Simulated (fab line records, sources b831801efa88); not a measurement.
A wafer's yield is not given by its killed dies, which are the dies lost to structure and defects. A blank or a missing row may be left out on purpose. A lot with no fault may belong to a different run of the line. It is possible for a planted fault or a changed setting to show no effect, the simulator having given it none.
fab line records :: flow sky130
[record]
  lots = 12
  wafers = 36
  lastDay = 50
route steps=708 shown VT_ADJUST_PCH@150 SONOS_TUNNEL@160 LDD_P@262
lots untouched by any fault: they come from a run of this same line in which no faults occurred
startH: the number of hours between the record's first day and the start of the first shown wafer of the lot :: waitH: hours elapsed since this lot's preceding step :: " identical to the entry in the row above :: L1.1+2: a single row standing in for several wafers :: - either no value or no given start :: * or withheld: withheld :: < > ~ a bound
route shown NAME@n: a module of which the file shows steps, and the number in the route of the first :: usual: mean and standard deviation over wafers with no fault :: same: alike in all rows :: chamber/n: place in a boat :: sites: readings site by site :: _std_site: how widely they spread, as a standard deviation :: _edge_site: inner sites' mean taken away from outer sites' mean :: radiusMm: for every site, how far away it sits from the centre of the wafer :: mask NAME#n: copy n :: behind: the most recent tool/chamber to have shaped the wafer :: hold: why the lot went on hold/how many hours it stayed there/how the hold came to an end :: device: whichever transistor did not switch (one of n, p or np) :: end of line: at the end of the route, the tests of the same wafers :: a step without rows: its recipe alone :: killed: count of dies lost to structure and defects at first sort (not the wafer's yield) :: map: dies across one wafer; x = killed, . = not, _ = none there
set.NAME: the setting the step ran with; set.NAME@STEP: the setting that earlier step ran with :: model.NAME: the simulator's own value behind a step, which no gauge read
one table for each step of the route and one row for each wafer, over a sample of lots
services: the hour from which a tool's chamber was out of use, counted from the record's first day as startH (under 0 if before that day), plus the number of hours and why
[[steps]]
[step SKY_VT_ADJUST_PCH_OVL_MEAS_07]
[usual]
  VT_ADJUST_PCH_OVL = -0.2/1.6
lot.wafer: L606.2
tool: overlay-02
chamber: -
startH: 225.76
waitH: -
VT_ADJUST_PCH_OVL[nm]: -1.3

lot.wafer: L606.5
tool: overlay-02
chamber: -
startH: 225.76
waitH: -
VT_ADJUST_PCH_OVL[nm]: -0.2

lot.wafer: L606.6
tool: overlay-02
chamber: -
startH: 225.76
waitH: -
VT_ADJUST_PCH_OVL[nm]: -2.6

lot.wafer: L607.1
tool: overlay-02
chamber: -
startH: 232.31
waitH: -
VT_ADJUST_PCH_OVL[nm]: 0.8

lot.wafer: L607.3
tool: overlay-02
chamber: -
startH: 232.31
waitH: -
VT_ADJUST_PCH_OVL[nm]: 1.2

lot.wafer: L607.4
tool: overlay-02
chamber: -
startH: 232.31
waitH: -
VT_ADJUST_PCH_OVL[nm]: -0.8

lot.wafer: L609.4
tool: overlay-02
chamber: -
startH: 243.82
waitH: -
VT_ADJUST_PCH_OVL[nm]: -1.5

lot.wafer: L609.5
tool: overlay-02
chamber: -
startH: 243.82
waitH: -
VT_ADJUST_PCH_OVL[nm]: 1.5

lot.wafer: L609.6
tool: overlay-02
chamber: -
startH: 243.82
waitH: -
VT_ADJUST_PCH_OVL[nm]: -1.1

lot.wafer: L610.4
tool: overlay-02
chamber: -
startH: 257.17
waitH: -
VT_ADJUST_PCH_OVL[nm]: -1.4

lot.wafer: L610.5
tool: overlay-02
chamber: -
startH: 257.17
waitH: -
VT_ADJUST_PCH_OVL[nm]: -1.2

lot.wafer: L610.6
tool: overlay-02
chamber: -
startH: 257.17
waitH: -
VT_ADJUST_PCH_OVL[nm]: -0.4

lot.wafer: L611.1
tool: overlay-02
chamber: -
startH: 271.45
waitH: -
VT_ADJUST_PCH_OVL[nm]: 1.9

lot.wafer: L611.3
tool: overlay-02
chamber: -
startH: 271.45
waitH: -
VT_ADJUST_PCH_OVL[nm]: 2.7

lot.wafer: L611.5
tool: overlay-02
chamber: -
startH: 271.45
waitH: -
VT_ADJUST_PCH_OVL[nm]: 0.8

lot.wafer: L620.1
tool: overlay-01
chamber: -
startH: 337.37
waitH: -
VT_ADJUST_PCH_OVL[nm]: -0.8

lot.wafer: L620.3
tool: overlay-01
chamber: -
startH: 337.37
waitH: -
VT_ADJUST_PCH_OVL[nm]: 0.6

lot.wafer: L620.5
tool: overlay-01
chamber: -
startH: 337.37
waitH: -
VT_ADJUST_PCH_OVL[nm]: 0.5

lot.wafer: L622.3
tool: overlay-01
chamber: -
startH: 354.41
waitH: -
VT_ADJUST_PCH_OVL[nm]: -0.1

lot.wafer: L622.4
tool: overlay-01
chamber: -
startH: 354.41
waitH: -
VT_ADJUST_PCH_OVL[nm]: -0.7

lot.wafer: L622.6
tool: overlay-01
chamber: -
startH: 354.41
waitH: -
VT_ADJUST_PCH_OVL[nm]: -1.0

lot.wafer: L623.3
tool: overlay-01
chamber: -
startH: 358.17
waitH: -
VT_ADJUST_PCH_OVL[nm]: 0.4

lot.wafer: L623.4
tool: overlay-01
chamber: -
startH: 358.17
waitH: -
VT_ADJUST_PCH_OVL[nm]: -0.4

lot.wafer: L623.6
tool: overlay-01
chamber: -
startH: 358.17
waitH: -
VT_ADJUST_PCH_OVL[nm]: -0.1

lot.wafer: L625.2
tool: overlay-02
chamber: -
startH: 371.16
waitH: -
VT_ADJUST_PCH_OVL[nm]: -1.3

lot.wafer: L625.4
tool: overlay-02
chamber: -
startH: 371.16
waitH: -
VT_ADJUST_PCH_OVL[nm]: -2.9

lot.wafer: L625.6
tool: overlay-02
chamber: -
startH: 371.16
waitH: -
VT_ADJUST_PCH_OVL[nm]: -3.9

lot.wafer: L627.2
tool: overlay-02
chamber: -
startH: 384.71
waitH: -
VT_ADJUST_PCH_OVL[nm]: 0.6

lot.wafer: L627.4
tool: overlay-02
chamber: -
startH: 384.71
waitH: -
VT_ADJUST_PCH_OVL[nm]: 2.4

lot.wafer: L627.6
tool: overlay-02
chamber: -
startH: 384.71
waitH: -
VT_ADJUST_PCH_OVL[nm]: 1.9

lot.wafer: L628.1
tool: overlay-01
chamber: -
startH: 391.95
waitH: -
VT_ADJUST_PCH_OVL[nm]: 0.6

lot.wafer: L628.3
tool: overlay-01
chamber: -
startH: 391.95
waitH: -
VT_ADJUST_PCH_OVL[nm]: -0.4

lot.wafer: L628.4
tool: overlay-01
chamber: -
startH: 391.95
waitH: -
VT_ADJUST_PCH_OVL[nm]: -0.6

lot.wafer: L629.1
tool: overlay-02
chamber: -
startH: 401.86
waitH: -
VT_ADJUST_PCH_OVL[nm]: -2.5

lot.wafer: L629.3
tool: overlay-02
chamber: -
startH: 401.86
waitH: -
VT_ADJUST_PCH_OVL[nm]: -0.8

lot.wafer: L629.5
tool: overlay-02
chamber: -
startH: 401.86
waitH: -
VT_ADJUST_PCH_OVL[nm]: -1.4
[step SKY_SONOS_TUNNEL_DEVELOP_06]
[recipe]
  resist = NOVOLAK
  developer = TMAH
  developTimeS = 60
  devTempC = 23
[usual]
  developerTempC = 23.01/0.1
lot.wafer: L606.2
tool: lithoTrack-04
chamber: 0
startH: 249.88
waitH: 0.1
developerTempC: 23.03

lot.wafer: L606.5
tool: lithoTrack-04
chamber: 0
startH: 249.88
waitH: 0.1
developerTempC: 22.96

lot.wafer: L606.6
tool: lithoTrack-04
chamber: 0
startH: 249.88
waitH: 0.1
developerTempC: 23.03

lot.wafer: L607.1
tool: lithoTrack-01
chamber: 0
startH: 256.16
waitH: 0.1
developerTempC: 23.03

lot.wafer: L607.3
tool: lithoTrack-01
chamber: 0
startH: 256.16
waitH: 0.1
developerTempC: 23.00

lot.wafer: L607.4
tool: lithoTrack-01
chamber: 0
startH: 256.16
waitH: 0.1
developerTempC: 23.17

lot.wafer: L609.4
tool: lithoTrack-02
chamber: 0
startH: 268.23
waitH: 0.1
developerTempC: 22.91

lot.wafer: L609.5
tool: lithoTrack-02
chamber: 0
startH: 268.23
waitH: 0.1
developerTempC: 23.03

lot.wafer: L609.6
tool: lithoTrack-02
chamber: 0
startH: 268.23
waitH: 0.1
developerTempC: 23.07

lot.wafer: L610.4
tool: lithoTrack-02
chamber: 0
startH: 281.58
waitH: 0.1
developerTempC: 22.89

lot.wafer: L610.5
tool: lithoTrack-02
chamber: 0
startH: 281.58
waitH: 0.1
developerTempC: 22.97

lot.wafer: L610.6
tool: lithoTrack-02
chamber: 0
startH: 281.58
waitH: 0.1
developerTempC: 23.00

lot.wafer: L611.1
tool: lithoTrack-02
chamber: 0
startH: 296.85
waitH: 0.1
developerTempC: 23.20

lot.wafer: L611.3
tool: lithoTrack-02
chamber: 0
startH: 296.85
waitH: 0.1
developerTempC: 23.22

lot.wafer: L611.5
tool: lithoTrack-02
chamber: 0
startH: 296.85
waitH: 0.1
developerTempC: 23.17

lot.wafer: L620.1
tool: lithoTrack-02
chamber: 0
startH: 364.90
waitH: 0.1
developerTempC: 22.94

lot.wafer: L620.3
tool: lithoTrack-02
chamber: 0
startH: 364.90
waitH: 0.1
developerTempC: 22.99

lot.wafer: L620.5
tool: lithoTrack-02
chamber: 0
startH: 364.90
waitH: 0.1
developerTempC: 22.93

lot.wafer: L622.3
tool: lithoTrack-04
chamber: 0
startH: 382.91
waitH: 0.1
developerTempC: 22.93

lot.wafer: L622.4
tool: lithoTrack-04
chamber: 0
startH: 382.91
waitH: 0.1
developerTempC: 23.02

lot.wafer: L622.6
tool: lithoTrack-04
chamber: 0
startH: 382.91
waitH: 0.1
developerTempC: 22.95

lot.wafer: L623.3
tool: lithoTrack-02
chamber: 0
startH: 387.15
waitH: 0.1
developerTempC: 23.11

lot.wafer: L623.4
tool: lithoTrack-02
chamber: 0
startH: 387.15
waitH: 0.1
developerTempC: 22.98

lot.wafer: L623.6
tool: lithoTrack-02
chamber: 0
startH: 387.15
waitH: 0.1
developerTempC: 22.98

lot.wafer: L625.2
tool: lithoTrack-02
chamber: 0
startH: 398.58
waitH: 0.1
developerTempC: 22.88

lot.wafer: L625.4
tool: lithoTrack-02
chamber: 0
startH: 398.58
waitH: 0.1
developerTempC: 23.25

lot.wafer: L625.6
tool: lithoTrack-02
chamber: 0
startH: 398.58
waitH: 0.1
developerTempC: 23.02

lot.wafer: L627.2
tool: lithoTrack-01
chamber: 0
startH: 413.23
waitH: 0.1
developerTempC: 23.10

lot.wafer: L627.4
tool: lithoTrack-01
chamber: 0
startH: 413.23
waitH: 0.1
developerTempC: 22.84

lot.wafer: L627.6
tool: lithoTrack-01
chamber: 0
startH: 413.23
waitH: 0.1
developerTempC: 22.90

lot.wafer: L628.1
tool: lithoTrack-01
chamber: 0
startH: 421.71
waitH: 0.1
developerTempC: 22.90

lot.wafer: L628.3
tool: lithoTrack-01
chamber: 0
startH: 421.71
waitH: 0.1
developerTempC: 22.95

lot.wafer: L628.4
tool: lithoTrack-01
chamber: 0
startH: 421.71
waitH: 0.1
developerTempC: 23.00

lot.wafer: L629.1
tool: lithoTrack-02
chamber: 0
startH: 432.40
waitH: 0.1
developerTempC: 23.05

lot.wafer: L629.3
tool: lithoTrack-02
chamber: 0
startH: 432.40
waitH: 0.1
developerTempC: 22.95

lot.wafer: L629.5
tool: lithoTrack-02
chamber: 0
startH: 432.40
waitH: 0.1
developerTempC: 23.10
[step SKY_SONOS_TUNNEL_CD_MEAS_07]
[recipe]
  targetCdNm = 410
[usual]
  cdNm = 410.4/2
lot.wafer: L606.2
tool: cdSem-02
chamber: -
startH: 250.03
waitH: 0.1
cdNm: 409.5

lot.wafer: L606.5
tool: cdSem-02
chamber: -
startH: 250.03
waitH: 0.1
cdNm: 409.2

lot.wafer: L606.6
tool: cdSem-02
chamber: -
startH: 250.03
waitH: 0.1
cdNm: 411.0

lot.wafer: L607.1
tool: cdSem-01
chamber: -
startH: 256.31
waitH: 0.1
cdNm: 410.4

lot.wafer: L607.3
tool: cdSem-01
chamber: -
startH: 256.31
waitH: 0.1
cdNm: 409.1

lot.wafer: L607.4
tool: cdSem-01
chamber: -
startH: 256.31
waitH: 0.1
cdNm: 410.0

lot.wafer: L609.4
tool: cdSem-02
chamber: -
startH: 268.36
waitH: 0.1
cdNm: 409.2

lot.wafer: L609.5
tool: cdSem-02
chamber: -
startH: 268.36
waitH: 0.1
cdNm: 408.6

lot.wafer: L609.6
tool: cdSem-02
chamber: -
startH: 268.36
waitH: 0.1
cdNm: 408.2

lot.wafer: L610.4
tool: cdSem-02
chamber: -
startH: 281.71
waitH: 0.1
cdNm: 411.5

lot.wafer: L610.5
tool: cdSem-02
chamber: -
startH: 281.71
waitH: 0.1
cdNm: 220.8

lot.wafer: L610.6
tool: cdSem-02
chamber: -
startH: 281.71
waitH: 0.1
cdNm: 220.6

lot.wafer: L611.1
tool: cdSem-02
chamber: -
startH: 297.00
waitH: 0.1
cdNm: 407.0

lot.wafer: L611.3
tool: cdSem-02
chamber: -
startH: 297.00
waitH: 0.1
cdNm: 408.9

lot.wafer: L611.5
tool: cdSem-02
chamber: -
startH: 297.00
waitH: 0.1
cdNm: 218.4

lot.wafer: L620.1
tool: cdSem-01
chamber: -
startH: 365.05
waitH: 0.1
cdNm: 409.8

lot.wafer: L620.3
tool: cdSem-01
chamber: -
startH: 365.05
waitH: 0.1
cdNm: 409.1

lot.wafer: L620.5
tool: cdSem-01
chamber: -
startH: 365.05
waitH: 0.1
cdNm: 410.4

lot.wafer: L622.3
tool: cdSem-01
chamber: -
startH: 383.05
waitH: 0.1
cdNm: 411.9

lot.wafer: L622.4
tool: cdSem-01
chamber: -
startH: 383.05
waitH: 0.1
cdNm: 410.4

lot.wafer: L622.6
tool: cdSem-01
chamber: -
startH: 383.05
waitH: 0.1
cdNm: 411.7

lot.wafer: L623.3
tool: cdSem-01
chamber: -
startH: 387.29
waitH: 0.1
cdNm: 411.7

lot.wafer: L623.4
tool: cdSem-01
chamber: -
startH: 387.29
waitH: 0.1
cdNm: 410.6

lot.wafer: L623.6
tool: cdSem-01
chamber: -
startH: 387.29
waitH: 0.1
cdNm: 412.5

lot.wafer: L625.2
tool: cdSem-01
chamber: -
startH: 398.72
waitH: 0.1
cdNm: 411.8

lot.wafer: L625.4
tool: cdSem-01
chamber: -
startH: 398.72
waitH: 0.1
cdNm: 410.6

lot.wafer: L625.6
tool: cdSem-01
chamber: -
startH: 398.72
waitH: 0.1
cdNm: 410.1

lot.wafer: L627.2
tool: cdSem-02
chamber: -
startH: 413.38
waitH: 0.1
cdNm: 410.3

lot.wafer: L627.4
tool: cdSem-02
chamber: -
startH: 413.38
waitH: 0.1
cdNm: 411.0

lot.wafer: L627.6
tool: cdSem-02
chamber: -
startH: 413.38
waitH: 0.1
cdNm: 409.2

lot.wafer: L628.1
tool: cdSem-02
chamber: -
startH: 421.86
waitH: 0.1
cdNm: 414.3

lot.wafer: L628.3
tool: cdSem-02
chamber: -
startH: 421.86
waitH: 0.1
cdNm: 412.5

lot.wafer: L628.4
tool: cdSem-02
chamber: -
startH: 421.86
waitH: 0.1
cdNm: 413.5

lot.wafer: L629.1
tool: cdSem-01
chamber: -
startH: 432.55
waitH: 0.1
cdNm: 411.9

lot.wafer: L629.3
tool: cdSem-01
chamber: -
startH: 432.55
waitH: 0.1
cdNm: 412.5

lot.wafer: L629.5
tool: cdSem-01
chamber: -
startH: 432.55
waitH: 0.1
cdNm: 413.0
[step SKY_LDD_P_CD_MEAS_07]
[recipe]
  targetCdNm = 380
[usual]
  cdNm = 379.6/2.4
lot.wafer: L606.2
tool: cdSem-01
chamber: -
startH: 429.23
waitH: 0.1
cdNm: 378.2

lot.wafer: L606.5
tool: cdSem-01
chamber: -
startH: 429.23
waitH: 0.1
cdNm: 379.1

lot.wafer: L606.6
tool: cdSem-01
chamber: -
startH: 429.23
waitH: 0.1
cdNm: 377.5

lot.wafer: L607.1
tool: cdSem-01
chamber: -
startH: 442.86
waitH: 0.1
cdNm: 382.8

lot.wafer: L607.3
tool: cdSem-01
chamber: -
startH: 442.86
waitH: 0.1
cdNm: 381.7

lot.wafer: L607.4
tool: cdSem-01
chamber: -
startH: 442.86
waitH: 0.1
cdNm: 384.7

lot.wafer: L609.4
tool: cdSem-02
chamber: -
startH: 455.93
waitH: 0.1
cdNm: 380.4

lot.wafer: L609.5
tool: cdSem-02
chamber: -
startH: 455.93
waitH: 0.1
cdNm: 380.8

lot.wafer: L609.6
tool: cdSem-02
chamber: -
startH: 455.93
waitH: 0.1
cdNm: 379.3

lot.wafer: L610.4
tool: cdSem-01
chamber: -
startH: 484.22
waitH: 0.1
cdNm: 383.9

lot.wafer: L610.5
tool: cdSem-01
chamber: -
startH: 484.22
waitH: 0.1
cdNm: 382.0

lot.wafer: L610.6
tool: cdSem-01
chamber: -
startH: 484.22
waitH: 0.1
cdNm: 383.2

lot.wafer: L611.1
tool: cdSem-01
chamber: -
startH: 493.55
waitH: 0.1
cdNm: 382.3

lot.wafer: L611.3
tool: cdSem-01
chamber: -
startH: 493.55
waitH: 0.1
cdNm: 382.9

lot.wafer: L611.5
tool: cdSem-01
chamber: -
startH: 493.55
waitH: 0.1
cdNm: 381.9

lot.wafer: L620.1
tool: cdSem-02
chamber: -
startH: 563.01
waitH: 0.1
cdNm: 376.2

lot.wafer: L620.3
tool: cdSem-02
chamber: -
startH: 563.01
waitH: 0.1
cdNm: 377.8

lot.wafer: L620.5
tool: cdSem-02
chamber: -
startH: 563.01
waitH: 0.1
cdNm: 377.6

lot.wafer: L622.3
tool: cdSem-02
chamber: -
startH: 582.84
waitH: 0.1
cdNm: 376.8

lot.wafer: L622.4
tool: cdSem-02
chamber: -
startH: 582.84
waitH: 0.1
cdNm: 379.3

lot.wafer: L622.6
tool: cdSem-02
chamber: -
startH: 582.84
waitH: 0.1
cdNm: 378.7

lot.wafer: L623.3
tool: cdSem-01
chamber: -
startH: 589.86
waitH: 0.1
cdNm: 380.6

lot.wafer: L623.4
tool: cdSem-01
chamber: -
startH: 589.86
waitH: 0.1
cdNm: 380.4

lot.wafer: L623.6
tool: cdSem-01
chamber: -
startH: 589.86
waitH: 0.1
cdNm: 377.2

lot.wafer: L625.2
tool: cdSem-02
chamber: -
startH: 598.47
waitH: 0.1
cdNm: 376.3

lot.wafer: L625.4
tool: cdSem-02
chamber: -
startH: 598.47
waitH: 0.1
cdNm: 379.0

lot.wafer: L625.6
tool: cdSem-02
chamber: -
startH: 598.47
waitH: 0.1
cdNm: 379.0

lot.wafer: L627.2
tool: cdSem-02
chamber: -
startH: 609.43
waitH: 0.1
cdNm: 378.3

lot.wafer: L627.4
tool: cdSem-02
chamber: -
startH: 609.43
waitH: 0.1
cdNm: 378.5

lot.wafer: L627.6
tool: cdSem-02
chamber: -
startH: 609.43
waitH: 0.1
cdNm: 379.4

lot.wafer: L628.1
tool: cdSem-01
chamber: -
startH: 629.17
waitH: 0.1
cdNm: 383.1

lot.wafer: L628.3
tool: cdSem-01
chamber: -
startH: 629.17
waitH: 0.1
cdNm: 383.2

lot.wafer: L628.4
tool: cdSem-01
chamber: -
startH: 629.17
waitH: 0.1
cdNm: 380.4

lot.wafer: L629.1
tool: cdSem-02
chamber: -
startH: 632.20
waitH: 0.1
cdNm: 380.5

lot.wafer: L629.3
tool: cdSem-02
chamber: -
startH: 632.20
waitH: 0.1
cdNm: 380.0

lot.wafer: L629.5
tool: cdSem-02
chamber: -
startH: 632.20
waitH: 0.1
cdNm: 384.0
[step SKY_LDD_P_STRIP_10]
[recipe]
  chemistry = O2/N2
  powerW = 1400
  pressureMtorr = 1500
  platenTempC = withheld
  o2FlowSccm = 3000
  n2FlowSccm = 300
  overashFraction = 0.5
[usual]
  chamberPressureMTorr = 1499.9/1.5
  drypumpMotorCurrentA = 5.7/0.42
  oesProductAu = 0.715/0.0042
  stripTimeToEndpointS = 14.20/0.042
lot.wafer: L606.2
tool: plasmaAsher-03
chamber: 1
startH: 429.51
waitH: 0.1
chamberPressureMTorr: 1499.4
drypumpMotorCurrentA: 5.4
oesProductAu: 0.712
rfHoursCounterH: 74
stripTimeToEndpointS: 14.17

lot.wafer: L606.5
tool: plasmaAsher-03
chamber: 1
startH: 429.51
waitH: 0.1
chamberPressureMTorr: 1501.1
drypumpMotorCurrentA: 5.4
oesProductAu: 0.720
rfHoursCounterH: -
stripTimeToEndpointS: 14.20

lot.wafer: L606.6
tool: plasmaAsher-03
chamber: 0
startH: 429.51
waitH: 0.1
chamberPressureMTorr: 1498.4
drypumpMotorCurrentA: 6.5
oesProductAu: 0.717
rfHoursCounterH: -
stripTimeToEndpointS: 14.23

lot.wafer: L607.1
tool: plasmaAsher-04
chamber: 0
startH: 443.16
waitH: 0.1
chamberPressureMTorr: 1500.1
drypumpMotorCurrentA: 5.6
oesProductAu: 0.716
rfHoursCounterH: 32
stripTimeToEndpointS: 14.10

lot.wafer: L607.3
tool: plasmaAsher-04
chamber: 1
startH: 443.16
waitH: 0.1
chamberPressureMTorr: 1500.9
drypumpMotorCurrentA: 5.8
oesProductAu: 0.713
rfHoursCounterH: -
stripTimeToEndpointS: 14.13

lot.wafer: L607.4
tool: plasmaAsher-04
chamber: 0
startH: 443.16
waitH: 0.1
chamberPressureMTorr: 1499.3
drypumpMotorCurrentA: 5.6
oesProductAu: 0.721
rfHoursCounterH: -
stripTimeToEndpointS: 14.13

lot.wafer: L609.4
tool: plasmaAsher-04
chamber: 1
startH: 456.21
waitH: 0.1
chamberPressureMTorr: 1499.9
drypumpMotorCurrentA: 5.8
oesProductAu: 0.717
rfHoursCounterH: -
stripTimeToEndpointS: 14.18

lot.wafer: L609.5
tool: plasmaAsher-04
chamber: 1
startH: 456.21
waitH: 0.1
chamberPressureMTorr: 1500.5
drypumpMotorCurrentA: 5.9
oesProductAu: 0.715
rfHoursCounterH: -
stripTimeToEndpointS: 14.19

lot.wafer: L609.6
tool: plasmaAsher-04
chamber: 0
startH: 456.21
waitH: 0.1
chamberPressureMTorr: 1498.7
drypumpMotorCurrentA: 5.6
oesProductAu: 0.712
rfHoursCounterH: -
stripTimeToEndpointS: 14.28

lot.wafer: L610.4
tool: plasmaAsher-02
chamber: 1
startH: 484.50
waitH: 0.1
chamberPressureMTorr: 1499.1
drypumpMotorCurrentA: 5.6
oesProductAu: 0.717
rfHoursCounterH: -
stripTimeToEndpointS: 14.13

lot.wafer: L610.5
tool: plasmaAsher-02
chamber: 0
startH: 484.50
waitH: 0.1
chamberPressureMTorr: 1500.4
drypumpMotorCurrentA: 4.9
oesProductAu: 0.714
rfHoursCounterH: -
stripTimeToEndpointS: 14.18

lot.wafer: L610.6
tool: plasmaAsher-02
chamber: 1
startH: 484.50
waitH: 0.1
chamberPressureMTorr: 1502.5
drypumpMotorCurrentA: 5.6
oesProductAu: 0.716
rfHoursCounterH: -
stripTimeToEndpointS: 14.17

lot.wafer: L611.1
tool: plasmaAsher-02
chamber: 0
startH: 493.86
waitH: 0.1
chamberPressureMTorr: 1497.8
drypumpMotorCurrentA: 4.9
oesProductAu: 0.720
rfHoursCounterH: 68
stripTimeToEndpointS: 14.20

lot.wafer: L611.3
tool: plasmaAsher-02
chamber: 1
startH: 493.86
waitH: 0.1
chamberPressureMTorr: 1501.7
drypumpMotorCurrentA: 5.6
oesProductAu: 0.714
rfHoursCounterH: -
stripTimeToEndpointS: 14.13

lot.wafer: L611.5
tool: plasmaAsher-02
chamber: 0
startH: 493.86
waitH: 0.1
chamberPressureMTorr: 1503.1
drypumpMotorCurrentA: 4.9
oesProductAu: 0.714
rfHoursCounterH: -
stripTimeToEndpointS: 14.23

lot.wafer: L620.1
tool: plasmaAsher-03
chamber: 1
startH: 563.31
waitH: 0.1
chamberPressureMTorr: 1499.8
drypumpMotorCurrentA: 5.4
oesProductAu: 0.715
rfHoursCounterH: 88
stripTimeToEndpointS: 14.26

lot.wafer: L620.3
tool: plasmaAsher-03
chamber: 0
startH: 563.31
waitH: 0.1
chamberPressureMTorr: 1497.2
drypumpMotorCurrentA: 6.4
oesProductAu: 0.716
rfHoursCounterH: -
stripTimeToEndpointS: 14.25

lot.wafer: L620.5
tool: plasmaAsher-03
chamber: 1
startH: 563.31
waitH: 0.1
chamberPressureMTorr: 1499.3
drypumpMotorCurrentA: 5.4
oesProductAu: 0.715
rfHoursCounterH: -
stripTimeToEndpointS: 14.25

lot.wafer: L622.3
tool: plasmaAsher-03
chamber: 1
startH: 583.14
waitH: 0.1
chamberPressureMTorr: 1499.1
drypumpMotorCurrentA: 5.4
oesProductAu: 0.717
rfHoursCounterH: -
stripTimeToEndpointS: 14.24

lot.wafer: L622.4
tool: plasmaAsher-03
chamber: 0
startH: 583.14
waitH: 0.1
chamberPressureMTorr: 1500.3
drypumpMotorCurrentA: 6.5
oesProductAu: 0.714
rfHoursCounterH: -
stripTimeToEndpointS: 14.18

lot.wafer: L622.6
tool: plasmaAsher-03
chamber: 0
startH: 583.14
waitH: 0.1
chamberPressureMTorr: 1500.6
drypumpMotorCurrentA: 6.4
oesProductAu: 0.721
rfHoursCounterH: -
stripTimeToEndpointS: 14.19

lot.wafer: L623.3
tool: plasmaAsher-04
chamber: 1
startH: 590.16
waitH: 0.1
chamberPressureMTorr: 1499.4
drypumpMotorCurrentA: 5.8
oesProductAu: 0.712
rfHoursCounterH: -
stripTimeToEndpointS: 14.19

lot.wafer: L623.4
tool: plasmaAsher-04
chamber: 0
startH: 590.16
waitH: 0.1
chamberPressureMTorr: 1498.8
drypumpMotorCurrentA: 5.6
oesProductAu: 0.707
rfHoursCounterH: -
stripTimeToEndpointS: 14.20

lot.wafer: L623.6
tool: plasmaAsher-04
chamber: 1
startH: 590.16
waitH: 0.1
chamberPressureMTorr: 1501.6
drypumpMotorCurrentA: 5.8
oesProductAu: 0.719
rfHoursCounterH: -
stripTimeToEndpointS: 14.21

lot.wafer: L625.2
tool: plasmaAsher-04
chamber: 0
startH: 598.76
waitH: 0.1
chamberPressureMTorr: 1499.1
drypumpMotorCurrentA: 5.6
oesProductAu: 0.710
rfHoursCounterH: 46
stripTimeToEndpointS: 14.13

lot.wafer: L625.4
tool: plasmaAsher-04
chamber: 1
startH: 598.76
waitH: 0.1
chamberPressureMTorr: 1499.4
drypumpMotorCurrentA: 5.8
oesProductAu: 0.720
rfHoursCounterH: -
stripTimeToEndpointS: 14.19

lot.wafer: L625.6
tool: plasmaAsher-04
chamber: 1
startH: 598.76
waitH: 0.1
chamberPressureMTorr: 1499.4
drypumpMotorCurrentA: 5.8
oesProductAu: 0.717
rfHoursCounterH: -
stripTimeToEndpointS: 14.17

lot.wafer: L627.2
tool: plasmaAsher-03
chamber: 0
startH: 609.71
waitH: 0.1
chamberPressureMTorr: 1500.2
drypumpMotorCurrentA: 6.4
oesProductAu: 0.712
rfHoursCounterH: 93
stripTimeToEndpointS: 14.22

lot.wafer: L627.4
tool: plasmaAsher-03
chamber: 1
startH: 609.71
waitH: 0.1
chamberPressureMTorr: 1502.4
drypumpMotorCurrentA: 5.4
oesProductAu: 0.717
rfHoursCounterH: -
stripTimeToEndpointS: 14.21

lot.wafer: L627.6
tool: plasmaAsher-03
chamber: 1
startH: 609.71
waitH: 0.1
chamberPressureMTorr: 1500.1
drypumpMotorCurrentA: 5.4
oesProductAu: 0.713
rfHoursCounterH: -
stripTimeToEndpointS: 14.19

lot.wafer: L628.1
tool: plasmaAsher-02
chamber: 1
startH: 629.48
waitH: 0.1
chamberPressureMTorr: 1498.5
drypumpMotorCurrentA: 5.6
oesProductAu: 0.709
rfHoursCounterH: 81
stripTimeToEndpointS: 14.20

lot.wafer: L628.3
tool: plasmaAsher-02
chamber: 0
startH: 629.48
waitH: 0.1
chamberPressureMTorr: 1498.2
drypumpMotorCurrentA: 4.9
oesProductAu: 0.716
rfHoursCounterH: -
stripTimeToEndpointS: 14.16

lot.wafer: L628.4
tool: plasmaAsher-02
chamber: 1
startH: 629.48
waitH: 0.1
chamberPressureMTorr: 1499.8
drypumpMotorCurrentA: 5.6
oesProductAu: 0.711
rfHoursCounterH: -
stripTimeToEndpointS: 14.18

lot.wafer: L629.1
tool: plasmaAsher-04
chamber: 0
startH: 632.51
waitH: 0.1
chamberPressureMTorr: 1500.1
drypumpMotorCurrentA: 5.6
oesProductAu: 0.719
rfHoursCounterH: 50
stripTimeToEndpointS: 14.22

lot.wafer: L629.3
tool: plasmaAsher-04
chamber: 1
startH: 632.51
waitH: 0.1
chamberPressureMTorr: 1502.2
drypumpMotorCurrentA: 5.8
oesProductAu: 0.712
rfHoursCounterH: -
stripTimeToEndpointS: 14.14

lot.wafer: L629.5
tool: plasmaAsher-04
chamber: 0
startH: 632.51
waitH: 0.1
chamberPressureMTorr: 1500.2
drypumpMotorCurrentA: 5.6
oesProductAu: 0.718
rfHoursCounterH: -
stripTimeToEndpointS: 14.21
[[services]]
tool: plasmaAsher-02
chamber: -
startH: 256.33
hours: 1.9
kind: repair

tool: plasmaAsher-02
chamber: -
startH: 318.52
hours: 7.1
kind: repair

tool: plasmaAsher-04
chamber: -
startH: 337.48
hours: 2.8
kind: pm

tool: plasmaAsher-02
chamber: -
startH: 428.36
hours: 10.3
kind: repair

tool: plasmaAsher-03
chamber: -
startH: 551.00
hours: 0.6
kind: repair

tool: plasmaAsher-03
chamber: -
startH: 551.45
hours: 0.4
kind: repair

tool: plasmaAsher-04
chamber: -
startH: 551.89
hours: 15.6
kind: pm

tool: plasmaAsher-03
chamber: -
startH: 572.03
hours: 2.1
kind: repair

tool: plasmaAsher-02
chamber: -
startH: 584.81
hours: 2.1
kind: repair

tool: plasmaAsher-04
chamber: -
startH: 591.40
hours: 2.3
kind: repair

tool: plasmaAsher-02
chamber: -
startH: 604.34
hours: 2.8
kind: pm
[[key]]
[firstSign]
  step = SKY_SONOS_TUNNEL_CD_MEAS_07
  reading = cdNm
  direction = down
  sigmas = 93
  usual = 410.4
  struck = 219.9
effect none on later readings
metAt SKY_SONOS_TUNNEL_DEVELOP_06
struckLots L610,L611
struckWafers L610.5,L610.6,L611.5
testerLeftOut L610,L611
notActingAt SKY_VT_ADJUST_PCH_OVL_MEAS_07,SKY_LDD_P_CD_MEAS_07,SKY_LDD_P_STRIP_10
onsetBetween 268.23 281.58
[fault]
  kind = processParameterDrift
  tool = lithoTrack-02
  chamber = -
  onsetH = 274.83
  steps = SKY_SONOS_TUNNEL_DEVELOP_06
  channel = developTimeS
  offset = *
  shape = step
  endH = 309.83
  scope = struckWafersOnly
  actsIn = *
  stated = *
// testerLeftOut: of these lots the tester's yield and bins aren't shown, on N5 and GAA mostly nor the transistor test; their killed dies are dies lost to structure and defects alone, not to doping, threshold or leakage, so they don't give the yield
